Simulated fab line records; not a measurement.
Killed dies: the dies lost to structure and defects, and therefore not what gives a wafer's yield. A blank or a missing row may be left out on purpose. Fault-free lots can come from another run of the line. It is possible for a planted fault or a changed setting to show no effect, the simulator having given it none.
The tool behind it: which one? -- flow sky130 -- Sampling: 15 lots, 45 wafers, 4 of 708 route steps

== WHAT THE GAUGES SHOWED, per wafer ==
SKY_LI_CONTACT_BOW_MEAS_03.
lot,measured,on,LI_CONTACT_BOW (um)
L936,day 28 09:48,film_metro-03,59 51 58
L937,day 28 10:10,film_metro-01,52 60 59
L938,day 29 11:06,film_metro-01,65 54 68
L940,day 30 13:52,film_metro-02,66 54 41
L942,day 30 11:55,film_metro-03,54 64 58
L941,day 30 10:27,film_metro-01,64 62 60
L943,day 31 00:38,film_metro-02,60 68 52
L944,day 32 00:58,film_metro-01,53 50 48
L946,day 32 10:47,film_metro-01,59 48 50
L948,day 32 09:14,film_metro-01,53 60 52
L950,day 33 01:54,film_metro-01,50 51 48
L951,day 33 05:29,film_metro-03,58 45 65
L952,day 33 15:13,film_metro-01,55 44 58
L957,day 35 07:55,film_metro-03,56 69 58
L958,day 35 09:56,film_metro-03,43 56 53

== TOOL THAT RAN EACH LOT (tool first, then ch and the chambers of the sampled wafers, then the start) ==
lot,SKY_GATE_OXIDE_STRIP_13,SKY_LDD_LDN_STRIP_12,SKY_SD_P_DEVELOP_06
L936,"plasma_asher-01 ch 1, day 13 22:27","plasma_asher-03 ch 0,1, day 23 08:04","litho_track-04 ch 0, day 25 21:40"
L937,"plasma_asher-01 ch 0,1, day 14 05:52","plasma_asher-01 ch 0,1, day 23 08:26","litho_track-04 ch 0, day 25 21:58"
L938,"plasma_asher-01 ch 0,1, day 15 03:39","plasma_asher-01 ch 0,1, day 24 12:17","litho_track-02 ch 0, day 26 23:28"
L940,"plasma_asher-03 ch 0, day 16 03:49","plasma_asher-01 ch 0,1, day 25 13:59","litho_track-02 ch 0, day 28 02:10"
L942,"plasma_asher-01 ch 0,1, day 16 04:03","plasma_asher-03 ch 0,1, day 25 13:48","litho_track-04 ch 0, day 28 01:53"
L941,"plasma_asher-03 ch 0,1, day 16 04:24","plasma_asher-03 ch 0,1, day 25 13:05","litho_track-01 ch 0, day 27 23:10"
L943,"plasma_asher-02 ch 0,1, day 17 01:34","plasma_asher-01 ch 0,1, day 26 04:06","litho_track-02 ch 0, day 28 14:43"
L944,"plasma_asher-02 ch 0,1, day 17 20:48","plasma_asher-01 ch 0,1, day 27 02:19","litho_track-01 ch 0, day 29 15:39"
L946,"plasma_asher-01 ch 0,1, day 18 09:49","plasma_asher-04 ch 0,1, day 27 13:49","litho_track-01 ch 0, day 30 01:52"
L948,"plasma_asher-01 ch 0,1, day 18 09:55","plasma_asher-04 ch 1, day 27 14:41","litho_track-01 ch 0, day 30 00:45"
L950,"plasma_asher-01 ch 0,1, day 19 01:40","plasma_asher-04 ch 0,1, day 28 07:25","litho_track-01, day 30 17:13"
L951,"plasma_asher-02 ch 0,1, day 19 12:39","plasma_asher-04 ch 0,1, day 28 11:55","litho_track-01, day 30 21:31"
L952,"plasma_asher-03 ch 1, day 19 20:27","plasma_asher-04 ch 0,1, day 28 22:47","litho_track-02, day 31 07:58"
L957,"plasma_asher-02 ch 0,1, day 21 20:01","plasma_asher-04 ch 0,1, day 30 16:29","litho_track-01 ch 0, day 33 00:40"
L958,"plasma_asher-01 ch 0,1, day 21 21:34","plasma_asher-01 ch 0,1, day 30 17:43","litho_track-04 ch 0, day 33 02:18"
- SKY_GATE_OXIDE_STRIP_13: strips in O2/N2.
- SKY_LDD_LDN_STRIP_12: strips in O2/N2.
- SKY_SD_P_DEVELOP_06: develop time 60 s.

== WHAT THE TOOLS THEMSELVES READ (means of the sampled wafers that have a number; where no wafer has one, the mark that the record gives instead) ==
SKY_GATE_OXIDE_STRIP_13.
lot,tool,drypump_motor_current_A (A),oes_product_au (a.u.),strip_time_to_endpoint_s (s)
L936,plasma_asher-01,6.3,0.719,14.16
L937,plasma_asher-01,5.5,0.715,14.15
L938,plasma_asher-01,5.9,0.721,14.19
L940,plasma_asher-03,4.9,0.712,14.24
L942,plasma_asher-01,5.9,0.718,14.22
L941,plasma_asher-03,5.5,0.711,14.30
L943,plasma_asher-02,5.9,0.715,14.26
L944,plasma_asher-02,5.9,0.716,14.23
L946,plasma_asher-01,5.9,0.716,14.24
L948,plasma_asher-01,5.5,0.722,14.26
L950,plasma_asher-01,5.9,0.715,14.23
L951,plasma_asher-02,5.9,0.714,14.28
L952,plasma_asher-03,5.8,0.715,14.22
L957,plasma_asher-02,5.9,0.712,14.19
L958,plasma_asher-01,5.5,0.718,14.26

SKY_LDD_LDN_STRIP_12.
lot,tool,drypump_motor_current_A (A),oes_product_au (a.u.),strip_time_to_endpoint_s (s)
L936,plasma_asher-03,5.2,0.711,14.19
L937,plasma_asher-01,5.6,0.712,14.17
L938,plasma_asher-01,5.9,0.715,14.19
L940,plasma_asher-01,5.9,0.712,14.21
L942,plasma_asher-03,5.1,0.719,14.19
L941,plasma_asher-03,5.5,0.713,14.19
L943,plasma_asher-01,5.9,0.718,14.23
L944,plasma_asher-01,5.6,0.716,14.18
L946,plasma_asher-04,5.8,0.714,14.15
L948,plasma_asher-04,6.2,0.716,14.21
L950,plasma_asher-04,5.8,0.716,14.22
L951,plasma_asher-04,5.8,0.715,14.22
L952,plasma_asher-04,5.3,0.719,14.19
L957,plasma_asher-04,5.3,0.719,14.24
L958,plasma_asher-01,5.9,0.716,14.11

SKY_SD_P_DEVELOP_06.
lot,tool,chill_plate_temp_C (C),developer_temp_C (C)
L936,litho_track-04,23.08,23.13
L937,litho_track-04,22.99,23.12
L938,litho_track-02,22.93,22.85
L940,litho_track-02,22.94,23.02
L942,litho_track-04,23.12,23.04
L941,litho_track-01,22.98,22.84
L943,litho_track-02,23.11,23.12
L944,litho_track-01,23.01,23.09
L946,litho_track-01,22.93,22.94
L948,litho_track-01,23.04,23.04
L950,litho_track-01,-,-
L951,litho_track-01,-,-
L952,litho_track-02,-,-
L957,litho_track-01,22.95,22.96
L958,litho_track-04,23.10,22.96

== THE ANSWER, worked out from the rows above alone ==
Rule: the usual values come from the lots themselves. The widest of any qualifying gaps counts: lots, ordered by their means at a reading, are off when they make up no more than a third of the lots, leave a main group of 4 or more, and stand apart from it by 3 or more times the standard deviation of that group's means. If all means in a main group match to the digits the tables above print for the reading, that group is not used. A lot without any number at a reading at which 4 lots or more have one is off too. Any other lot the step has rows for is counted as sound. Order of review: gauges by route order, followed by the tools' own readings, for which a lot's mean as printed above is used. The first step at which some lot is off is used, and at that step the reading that is off furthest; a lot without a number counts as furthest.
Off at SKY_SD_P_DEVELOP_06 (chill_plate_temp_C): L950, L951, L952. Without a number there: L950, L951, L952. Main group: mean 23.02 C, sd 0.07.
A tool fits if, at that step or a process step before it, it ran every lot that is off, and no sound lot after the first of them. Not one of the candidates tried fits.

== WHAT HAD BEEN PUT IN BY THE SIMULATOR ==
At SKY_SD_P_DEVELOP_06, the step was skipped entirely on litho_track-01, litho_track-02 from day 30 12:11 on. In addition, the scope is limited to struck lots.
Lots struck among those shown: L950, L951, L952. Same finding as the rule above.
